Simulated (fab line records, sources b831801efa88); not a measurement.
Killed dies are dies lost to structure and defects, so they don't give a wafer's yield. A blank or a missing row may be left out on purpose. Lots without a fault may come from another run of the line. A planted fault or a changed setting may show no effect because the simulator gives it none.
Which tool did it? | flow sky130 | 14 lots, 42 wafers sampled, at 2 steps of a route of 708

WHAT THE GAUGES READ, wafer by wafer
SKY_SONOS_TUNNEL_OVL_MEAS_08.
lot  | measured     | on         | SONOS_TUNNEL_OVL (nm)
L511 | day 11 19:32 | overlay-01 | 2.5 1.3 0.5
L512 | day 11 20:19 | overlay-02 | 0.1 -0.2 -1.1
L516 | day 13 04:57 | overlay-01 | -1.4 -1.9 -1.8
L521 | day 14 11:52 | overlay-01 | 0.1 0.1 -1.1
L522 | day 14 20:29 | overlay-02 | 0.4 -0.2 2.2
L523 | day 15 12:35 | overlay-02 | -1.1 -0.8 -1.1
L525 | day 16 06:26 | overlay-01 | 0.0 1.2 -0.4
L527 | day 16 13:32 | overlay-01 | -0.4 -0.4 0.2
L528 | day 16 17:25 | overlay-01 | -0.4 0.0 0.3
L529 | day 17 02:02 | overlay-02 | -2.2 -1.5 -1.9
L530 | day 17 10:41 | overlay-02 | 0.5 -0.4 0.8
L531 | day 17 19:15 | overlay-02 | -1.2 -2.3 -1.9
L533 | day 18 10:16 | overlay-02 | -2.1 -1.7 -2.8
L534 | day 18 20:31 | overlay-01 | -2.4 -0.8 -1.2

SKY_SONOS_ONO_CD_MEAS_13: target cd 410 nm.
lot  | measured     | on        | cd_nm (nm)
L511 | day 12 23:43 | cd_sem-02 | 413.5 411.2 412.5
L512 | day 13 03:05 | cd_sem-01 | 410.1 411.0 407.7
L516 | day 14 17:11 | cd_sem-01 | 408.8 407.8 411.0
L521 | day 16 04:37 | cd_sem-02 | 403.7 405.6 407.2
L522 | day 16 09:17 | cd_sem-01 | 406.0 407.2 406.0
L523 | day 16 20:44 | cd_sem-02 | 408.8 408.0 410.1
L525 | day 17 22:16 | cd_sem-02 | 412.0 412.4 410.6
L527 | day 18 05:19 | cd_sem-01 | 410.9 412.6 412.2
L528 | day 18 05:56 | cd_sem-01 | 406.1 407.2 406.5
L529 | day 18 13:01 | cd_sem-02 | 411.4 411.2 413.2
L530 | day 18 23:10 | cd_sem-01 | 411.4 410.8 410.5
L531 | day 19 09:25 | cd_sem-01 | 413.6 412.4 412.7
L533 | day 19 21:28 | cd_sem-01 | 411.6 412.6 410.3
L534 | day 20 07:19 | cd_sem-02 | 409.5 411.2 410.8

WHICH TOOL RAN EACH LOT (tool, then ch and the chambers of the sampled wafers, then the start)
The record holds no process step before these readings.

WHAT THE TOOLS THEMSELVES READ (means of the sampled wafers that have a number; where no wafer has one, the mark that the record gives instead)
The record holds no such reading with a usual standard deviation.

THE ANSWER, worked out from the rows above alone
Rule: what is usual is taken from the lots themselves. Put in order of their means at a reading, lots are off if they are a third of the lots or fewer, leave a main group of 4 or more, and stand apart from it by a gap of 3 or more times the standard deviation of the main group's means; of several such gaps the widest counts. A main group whose means are all the same, to the digits that the tables above print for the reading, isn't used. A lot without any number at a reading at which 4 lots or more have one is off too. The other lots that the step has rows for count as sound. The gauges are gone through in route order, then the tools' own readings, and for those a lot's mean is taken as printed above. The first step at which some lot is off is used, and at that step the reading that is off furthest; a lot without a number counts as furthest.
No lot is off at any reading shown: from this, nothing can be told.

WHAT THE SIMULATOR HAD PUT IN
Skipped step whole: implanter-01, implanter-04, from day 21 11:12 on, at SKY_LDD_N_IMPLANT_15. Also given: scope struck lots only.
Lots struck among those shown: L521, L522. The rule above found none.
